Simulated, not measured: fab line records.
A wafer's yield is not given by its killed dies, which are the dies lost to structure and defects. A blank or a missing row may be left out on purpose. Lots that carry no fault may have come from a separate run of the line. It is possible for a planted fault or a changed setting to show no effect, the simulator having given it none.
A struck lot beside a sound one	flow sky130	16 steps out of a route of 708
Sound: wafers L971.3, L971.4, L971.5. Struck: wafers L979.1, L979.4, L979.6. The cause comes at the end.
For every step that has rows: the tool of each side, followed by ch and its chambers, followed by its first start. Under that, the readings that differ: sound wafers	struck wafers	difference of the means	sigmas: that difference in standard deviations of wafers without a fault.
alike: a reading whose means differ by less than 2 such deviations, as well as words and numbers matching on both sides. not compared: withheld readings; readings where some wafer has no value; bounds like >300 that might hide an equal value; numbers whose values overlap and for which the record gives no deviation.
A row with sigmas, a row that says differs or no value, or rows on one side alone: a step with any of these is where the two part. When numbers do not overlap yet have no deviation, they are printed without sigmas and do not part them. Lack of a reading on every wafer of one side parts them only where that side has two or more wafers.

first, 5 steps without rows for these wafers: SKY_POLY_GATE_COAT_08 (resist thk 450 nm); SKY_POLY_GATE_SOFTBAKE_09 (time 90 s); SKY_POLY_GATE_EXPOSE_10 (exposes mask P1M, target cd 150 nm); SKY_POLY_GATE_PEB_11; SKY_POLY_GATE_DEVELOP_12 (develop time 60 s).
SKY_POLY_GATE_CD_MEAS_13: the cd target is 150 nm.
  sound on cd-sem-01 at day 20 21:26; struck on cd-sem-02 at day 23 21:01
reading	sound	struck	difference	sigmas
cd-nm (nm)	152.2 151.8 151.9	148.9 147.9 149.8	-3.1	-2
SKY_POLY_GATE_OVL_MEAS_14:
  sound on overlay-01 at day 20 21:32; struck on overlay-02 at day 23 21:08
  alike: POLY_GATE_OVL
SKY_POLY_GATE_ETCH_15: etches BARC in N2/H2, stops on SiO2, time 118.5 s, target depth 110 nm.
  sound on rie-diel-03 ch 0,1,3, day 20 21:33; struck on rie-diel-03 ch 0,2, day 23 21:10
  alike: drypump-motor-current-A, oes-product-au, throttle-valve-pct
  not compared: rf-hours-counter-h
SKY_POLY_GATE_ETCH_16: etches Si3N4 in CH3F/O2, stops on poly-Si, time 147.5 s, target depth 75 nm.
  sound on rie-diel-03 ch 0,1,3, day 20 21:38; struck on rie-diel-03 ch 0,2, day 23 21:15
  alike: drypump-motor-current-A, oes-product-au, throttle-valve-pct
  not compared: rf-hours-counter-h
SKY_POLY_GATE_ETCH_17: etches poly-Si in HBr/Cl2, stops on SiO2, target depth 180 nm, time 70.5 s.
  sound on rie-si-02 ch 0,3, day 20 21:44; struck on rie-si-02 ch 2,3, day 23 21:21
reading	sound	struck	difference	sigmas
oes-product-au (a.u.)	0.983 0.992 0.987	0.985 0.974 0.963	-0.013	-2
  alike: HBr_flow_sccm, drypump-motor-current-A, throttle-valve-pct
  not compared: rf-hours-counter-h
SKY_POLY_GATE_STRIP_18: strips in O2/N2.
  sound on plasma-asher-03 ch 0,1, day 20 21:49; struck on plasma-asher-04 ch 0,1, day 23 21:24
  alike: drypump-motor-current-A, oes-product-au, strip-time-to-endpoint-s
  not compared: rf-hours-counter-h
then, 1 step without rows for these wafers: SKY_POLY_GATE_CLEAN_19 (cleans in SC1/SC2, time 150 s).
SKY_POLY_GATE_OXIDATION_20: stabilise 600 s, purge 300 s, target thk 4 nm.
  sound on furnace-02 ch 0, day 20 21:56; struck on furnace-02 ch 0, day 23 21:34
reading	sound	struck	difference	sigmas
spike-tc-bottom-C (C)	865.7 867.5 869.4	873.9 872.6 873.9	+5.9	+6
spike-tc-centre-C (C)	848.6 850.1 848.8	856.8 857.2 855.3	+7.3	+7
spike-tc-lower-C (C)	848.6 850.9 852.5	860.1 856.7 856.1	+7.0	+5
spike-tc-upper-C (C)	851.1 851.7 850.2	858.6 857.3 856.8	+6.6	+7
tube-center-temp-C (C)	849.86 849.95 849.77	856.89 856.87 856.84	+7.01	+96
tube_center_temp_C_max	851.9 851.7 851.8	858.7 859.1 858.9	+7.1	+19
model.SiO2_of_POLY_GATE_OXIDATION_20.thk-nm (nm)	3.938 3.957 3.934	4.477 4.494 4.415	+0.519	
  alike: spike-tc-top-C
SKY_POLY_GATE_THK_MEAS_21:
  sound on film-metro-04 at day 20 23:13; struck on film-metro-02 at day 23 22:49
reading	sound	struck	difference	sigmas
POLY_GATE_OXIDATION_THK (nm)	3.97 3.96 3.91	4.44 4.50 4.44	+0.51	+7
SKY_POLY_GATE_CD_MEAS_22:
  sound on cd-sem-01 at day 20 23:19; struck on cd-sem-01 at day 23 22:52
  alike: cd-nm
-- a jump in the record: the struck wafers' starts before and after are 27 days apart (it breaks off in module POLY_GATE and resumes in module PAD_OPEN, where the first step shown is number 708 of the route) --
SKY_PAD_OPEN_PROBE_99:
  sound on prober-01 at day 48 19:55; struck on prober-01 at day 50 11:54
reading	sound	struck	difference	sigmas
model.etest.tip-n.rs-ohm-sq	436.8 435.9 431.9	448.7 452.2 454.4	+16.9	
  alike: killed_at_M0_to_M3, killed_at_M4_up, killed-at-contacts, killed-at-front-end, killed-at-other, killed-dies, killed-on-rim, killed-open, killed-short

== WHERE THEY PART ==
At SKY_POLY_GATE_CD_MEAS_13 first; at SKY_POLY_GATE_THK_MEAS_21 last (within this record only). Later steps at which nothing parts them and some readings are alike: SKY_POLY_GATE_CD_MEAS_22, SKY_PAD_OPEN_PROBE_99.

WHY: what had been put in by the simulator
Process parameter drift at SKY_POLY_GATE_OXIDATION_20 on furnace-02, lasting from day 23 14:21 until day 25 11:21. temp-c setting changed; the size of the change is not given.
